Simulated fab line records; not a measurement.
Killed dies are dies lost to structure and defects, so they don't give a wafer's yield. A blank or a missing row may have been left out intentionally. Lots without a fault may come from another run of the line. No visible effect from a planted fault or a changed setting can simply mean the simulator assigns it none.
Which of the tools did it? + flow gf180mcu + Sampling: 11 lots, 33 wafers, 5 of 602 route steps

WHAT EACH GAUGE READ, for each wafer
GF_V3_OVL_MEAS_15. Usual: V3_OVL 5 nm, standard deviation 5.4.
| lot  | measured     | on         | V3_OVL (nm) | flag |
|------|--------------|------------|-------------|------|
| L129 | day 22 20:47 | overlay-02 | 2 -3 -4     |      |
| L134 | day 24 06:46 | overlay-01 | 3 5 10      |      |
| L136 | day 24 18:32 | overlay-01 | 5 1 11      |      |
| L137 | day 25 07:08 | overlay-01 | 11 15 10    |      |
| L141 | day 26 13:21 | overlay-02 | -5 6 2      |      |
| L145 | day 27 18:16 | overlay-01 | 19 20 7     |      |
| L148 | day 28 15:40 | overlay-01 | 1 -2 -3     |      |
| L149 | day 28 20:45 | overlay-02 | 3 12 5      |      |
| L150 | day 29 10:37 | overlay-02 | 1 -1 -3     |      |
| L151 | day 29 11:01 | overlay-02 | 14 13 15    |      |
| L152 | day 29 16:49 | overlay-02 | 8 -3 7      |      |

GF_V3_RS_MEAS_24: measures by four-point-probe. Usual: V3_W_RS 0.331 ohm/sq, standard deviation 0.004.
| lot  | measured     | on            | V3_W_RS (ohm/sq)  | flag |
|------|--------------|---------------|-------------------|------|
| L129 | day 22 21:44 | film-metro-02 | 0.336 0.331 0.331 |      |
| L134 | day 24 07:44 | film-metro-01 | 0.328 0.335 0.328 |      |
| L136 | day 24 19:28 | film-metro-03 | 0.413 0.411 0.398 | OFF  |
| L137 | day 25 08:05 | film-metro-02 | 0.414 0.417 0.417 | OFF  |
| L141 | day 26 14:18 | film-metro-02 | 0.328 0.334 0.331 |      |
| L145 | day 27 19:11 | film-metro-02 | 0.328 0.330 0.329 |      |
| L148 | day 28 16:34 | film-metro-02 | 0.333 0.332 0.332 |      |
| L149 | day 28 21:41 | film-metro-02 | 0.331 0.334 0.335 |      |
| L150 | day 29 11:35 | film-metro-03 | 0.327 0.330 0.326 |      |
| L151 | day 29 11:56 | film-metro-02 | 0.320 0.333 0.327 |      |
| L152 | day 29 17:47 | film-metro-03 | 0.328 0.322 0.325 |      |

GF_V3_THK_MEAS_25: measures by xrf. Usual: V3_W_THK 350 nm, standard deviation 5.6.
| lot  | measured     | on            | V3_W_THK (nm) | flag |
|------|--------------|---------------|---------------|------|
| L129 | day 22 21:51 | film-metro-02 | 344 350 348   |      |
| L134 | day 24 07:50 | film-metro-01 | 345 342 347   |      |
| L136 | day 24 19:35 | film-metro-03 | 282 284 290   | OFF  |
| L137 | day 25 08:11 | film-metro-02 | 280 279 278   | OFF  |
| L141 | day 26 14:25 | film-metro-02 | 357 349 354   |      |
| L145 | day 27 19:17 | film-metro-02 | 357 353 354   |      |
| L148 | day 28 16:41 | film-metro-02 | 347 348 350   |      |
| L149 | day 28 21:48 | film-metro-02 | 349 349 346   |      |
| L150 | day 29 11:41 | film-metro-03 | 360 355 361   |      |
| L151 | day 29 12:03 | film-metro-02 | 362 349 353   |      |
| L152 | day 29 17:53 | film-metro-03 | 356 360 359   |      |

EACH LOT AND THE TOOL THAT RAN IT (in order: tool; ch and the chambers of the sampled wafers; start)
| lot  | GF_V3_ETCH_17                                 | GF_V3_CVD_23                  |
|------|-----------------------------------------------|-------------------------------|
| L129 | rie-diel-02 ch 0,1, day 22 21:37 or earlier   | cvd-w-02 ch 0,1, day 22 21:37 |
| L134 | rie-diel-02 ch 0,2, day 24 07:38 or earlier   | cvd-w-01 ch 0,1, day 24 07:38 |
| L136 | rie-diel-02 ch 2,3, day 24 19:20 or earlier   | cvd-w-02 ch 0,1, day 24 19:20 |
| L137 | rie-diel-02 ch 2,3, day 25 07:58 or earlier   | cvd-w-02 ch 0,1, day 25 07:58 |
| L141 | rie-diel-02 ch 1,2,3, day 26 14:11 or earlier | cvd-w-01 ch 0,1, day 26 14:11 |
| L145 | rie-diel-04 ch 0,1, day 27 19:03 or earlier   | cvd-w-01 ch 0,1, day 27 19:03 |
| L148 | rie-diel-04 ch 1,2,3, day 28 16:28 or earlier | cvd-w-02 ch 0,1, day 28 16:28 |
| L149 | rie-diel-01 ch 0,1,2, day 28 21:34 or earlier | cvd-w-01 ch 0,1, day 28 21:34 |
| L150 | rie-diel-02 ch 0,1,2, day 29 11:29 or earlier | cvd-w-02 ch 0,1, day 29 11:29 |
| L151 | rie-diel-01 ch 0,1,2, day 29 11:49 or earlier | cvd-w-02 ch 0,1, day 29 11:49 |
| L152 | rie-diel-04 ch 0,2,3, day 29 17:39 or earlier | cvd-w-02 ch 0,1, day 29 17:39 |
- GF_V3_ETCH_17: etches SiO2 in C4F8/O2/Ar, stops on TiN, target depth 635 nm.
- GF_V3_CVD_23: deposits W, target thk 350 nm, time 104.9 s.

WHAT THE TOOLS THEMSELVES READ (means of the sampled wafers that have a number; where no wafer has one, the mark that the record gives instead)
GF_V3_ETCH_17. Usual: 0.856 a.u. for oes-product-au, sd 0.0045.
| lot  | tool        | oes-product-au (a.u.) | flag |
|------|-------------|-----------------------|------|
| L129 | rie-diel-02 | 0.860                 |      |
| L134 | rie-diel-02 | 0.854                 |      |
| L136 | rie-diel-02 | 0.859                 |      |
| L137 | rie-diel-02 | 0.856                 |      |
| L141 | rie-diel-02 | 0.856                 |      |
| L145 | rie-diel-04 | 0.853                 |      |
| L148 | rie-diel-04 | 0.854                 |      |
| L149 | rie-diel-01 | 0.859                 |      |
| L150 | rie-diel-02 | 0.857                 |      |
| L151 | rie-diel-01 | 0.854                 |      |
| L152 | rie-diel-04 | 0.852                 |      |

GF_V3_CVD_23. Usual: heater-power-w 881 W, standard deviation 56; susceptor-temp-C 400.00 C, standard deviation 0.22.
| lot  | tool     | heater-power-w (W) | susceptor-temp-C (C) | flag |
|------|----------|--------------------|----------------------|------|
| L129 | cvd-w-02 | 853                | 400.02               |      |
| L134 | cvd-w-01 | 891                | 399.99               |      |
| L136 | cvd-w-02 | 795                | 388.03               | OFF  |
| L137 | cvd-w-02 | 790                | 388.06               | OFF  |
| L141 | cvd-w-01 | 926                | 400.04               |      |
| L145 | cvd-w-01 | 885                | 399.67               |      |
| L148 | cvd-w-02 | 869                | 400.06               |      |
| L149 | cvd-w-01 | 935                | 400.21               |      |
| L150 | cvd-w-02 | 855                | 400.10               |      |
| L151 | cvd-w-02 | 854                | 399.69               |      |
| L152 | cvd-w-02 | 843                | 399.89               |      |

THE ANSWER, worked out from the rows above alone
Rule: a lot is off if the mean of its wafers that have a number lies more than 3 standard deviations from the usual mean. Also off: a lot with no number at a reading for which 4 or more lots have one. Where the step has rows for the other lots, those lots are counted as sound. Order of review: gauges by route order, followed by the tools' own readings, for which a lot's mean as printed above is used. The first step at which some lot is off is used, and at that step the reading that is off furthest; a lot without a number counts as furthest.
Off: at GF_V3_RS_MEAS_24 (V3_W_RS), L136, L137.
If a tool, at a process step before that reading, ran all the lots that are off and no sound lot after the first of them, it fits. The gauges at GF_V3_RS_MEAS_24 aren't tried: what is off there is off at GF_V3_CVD_23 too, on other tools, and a gauge's error can't cause that. GF_V3_ETCH_17 gives no start for some lots, so the hours and the order of its lots are those of GF_V3_CVD_23. Of those tried, none fits.

WHAT WAS PUT IN BY THE SIMULATOR
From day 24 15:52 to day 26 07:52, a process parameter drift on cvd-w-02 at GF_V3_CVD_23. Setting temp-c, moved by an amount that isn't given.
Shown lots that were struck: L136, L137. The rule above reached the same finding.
